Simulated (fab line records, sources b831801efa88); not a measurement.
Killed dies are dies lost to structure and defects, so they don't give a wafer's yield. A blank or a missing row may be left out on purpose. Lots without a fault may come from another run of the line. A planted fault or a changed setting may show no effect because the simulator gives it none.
Which tool did it? | flow gf180mcu | 11 lots, 33 wafers sampled, at 2 steps of a route of 602

WHAT THE GAUGES READ, wafer by wafer
GF_M4_THK_MEAS_06: measures by xrf.
lot  | measured     | on            | M4_ALCU_THK (nm)
L749 | day 22 12:59 | film_metro-01 | 451 448 449
L750 | day 22 18:31 | film_metro-04 | 453 451 451
L754 | day 24 03:27 | film_metro-04 | 458 459 454
L756 | day 25 00:43 | film_metro-02 | 461 452 448
L757 | day 25 07:08 | film_metro-02 | 445 451 453
L758 | day 25 13:53 | film_metro-01 | 454 451 447
L763 | day 27 03:59 | film_metro-02 | 458 453 451
L766 | day 28 15:41 | film_metro-01 | 452 448 453
L769 | day 29 06:43 | film_metro-02 | 451 448 440
L770 | day 29 13:17 | film_metro-02 | 463 466 466
L771 | day 29 17:11 | film_metro-02 | 454 453 455

WHICH TOOL RAN EACH LOT (tool, then ch and the chambers of the sampled wafers, then the start)
lot  | GF_M4_SPUTTER_01
L749 | pvd_sputter-02, day 22 12:44
L750 | pvd_sputter-02, day 22 18:15
L754 | pvd_sputter-04, day 24 03:13
L756 | pvd_sputter-03, day 25 00:29
L757 | pvd_sputter-02, day 25 06:54
L758 | pvd_sputter-03, day 25 13:38
L763 | pvd_sputter-04, day 27 03:45
L766 | pvd_sputter-04, day 28 15:27
L769 | pvd_sputter-04, day 29 06:28
L770 | pvd_sputter-03, day 29 13:02
L771 | pvd_sputter-03, day 29 16:56
- GF_M4_SPUTTER_01: material TiN, target thk 30 nm, time 25 s.

WHAT THE TOOLS THEMSELVES READ (means of the sampled wafers that have a number; where no wafer has one, the mark that the record gives instead)
GF_M4_SPUTTER_01.
lot  | tool           | cathode_dc_power_W (W) | throttle_valve_pct (%)
L749 | pvd_sputter-02 | 6499.8                 | 29.9
L750 | pvd_sputter-02 | 6500.2                 | 30.7
L754 | pvd_sputter-04 | 6499.5                 | 30.1
L756 | pvd_sputter-03 | 6499.3                 | 30.5
L757 | pvd_sputter-02 | 6499.5                 | 29.8
L758 | pvd_sputter-03 | 6501.3                 | 30.2
L763 | pvd_sputter-04 | 6500.8                 | 30.1
L766 | pvd_sputter-04 | 6499.8                 | 29.8
L769 | pvd_sputter-04 | 6500.2                 | 30.5
L770 | pvd_sputter-03 | 6499.2                 | 29.8
L771 | pvd_sputter-03 | 6500.2                 | 30.2

THE ANSWER, worked out from the rows above alone
Rule: what is usual is taken from the lots themselves. Put in order of their means at a reading, lots are off if they are a third of the lots or fewer, leave a main group of 4 or more, and stand apart from it by a gap of 3 or more times the standard deviation of the main group's means; of several such gaps the widest counts. A main group whose means are all the same, to the digits that the tables above print for the reading, isn't used. A lot without any number at a reading at which 4 lots or more have one is off too. The other lots that the step has rows for count as sound. The gauges are gone through in route order, then the tools' own readings, and for those a lot's mean is taken as printed above. The first step at which some lot is off is used, and at that step the reading that is off furthest; a lot without a number counts as furthest.
No lot is off at any reading shown: from this, nothing can be told.

WHAT THE SIMULATOR HAD PUT IN
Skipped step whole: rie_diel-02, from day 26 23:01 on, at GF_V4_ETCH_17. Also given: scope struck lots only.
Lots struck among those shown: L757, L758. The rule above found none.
